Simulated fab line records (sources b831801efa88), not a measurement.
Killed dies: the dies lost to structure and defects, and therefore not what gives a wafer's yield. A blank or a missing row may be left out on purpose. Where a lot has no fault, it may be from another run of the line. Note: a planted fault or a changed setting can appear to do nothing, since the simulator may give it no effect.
Which tool was responsible? | flow sky130 | 6 lots, 18 wafers sampled, at 2 steps of a route of 708

WHAT THE GAUGES READ, wafer by wafer
SKY_CAP2M_RS_MEAS_03: a four-point-probe measurement.
lot  | measured     | on           | CAP2M_TIN_RS (ohm/sq)
L909 | day 39 13:01 | filmMetro-04 | 6.91 6.95 6.94
L911 | day 40 07:30 | filmMetro-04 | 6.87 6.73 6.73
L914 | day 41 06:48 | filmMetro-01 | 6.91 6.86 7.06
L916 | day 42 14:40 | filmMetro-01 | 6.77 6.84 6.97
L924 | day 44 09:58 | filmMetro-03 | 7.04 7.06 6.92
L929 | day 45 18:16 | filmMetro-03 | 6.94 6.87 6.89

WHICH TOOL RAN EACH LOT (tool, then ch and the chambers of the sampled wafers, then the start)
lot  | SKY_VIA3_SPUTTER_20
L909 | pvdSputter-03, day 39 12:00
L911 | pvdSputter-03, day 40 06:29
L914 | pvdSputter-04, day 41 05:40
L916 | pvdSputter-03, day 42 13:37
L924 | pvdSputter-01, day 44 08:49
L929 | pvdSputter-03, day 45 17:15
- SKY_VIA3_SPUTTER_20: material TiN, target thk 20 nm, time 80 s.

THE ANSWER, worked out from the rows above alone
Rule: the usual values come from the lots themselves. The widest of any qualifying gaps counts: lots, ordered by their means at a reading, are off when they make up no more than a third of the lots, leave a main group of 4 or more, and stand apart from it by 3 or more times the standard deviation of that group's means. A main group is skipped when, at the precision printed for the reading in the tables above, its means are all equal. Also off: a lot with no number at a reading for which 4 or more lots have one. All remaining lots with rows at the step are treated as sound.
No lot is off at any reading shown: from this, nothing can be told.

WHAT HAD BEEN PUT IN BY THE SIMULATOR
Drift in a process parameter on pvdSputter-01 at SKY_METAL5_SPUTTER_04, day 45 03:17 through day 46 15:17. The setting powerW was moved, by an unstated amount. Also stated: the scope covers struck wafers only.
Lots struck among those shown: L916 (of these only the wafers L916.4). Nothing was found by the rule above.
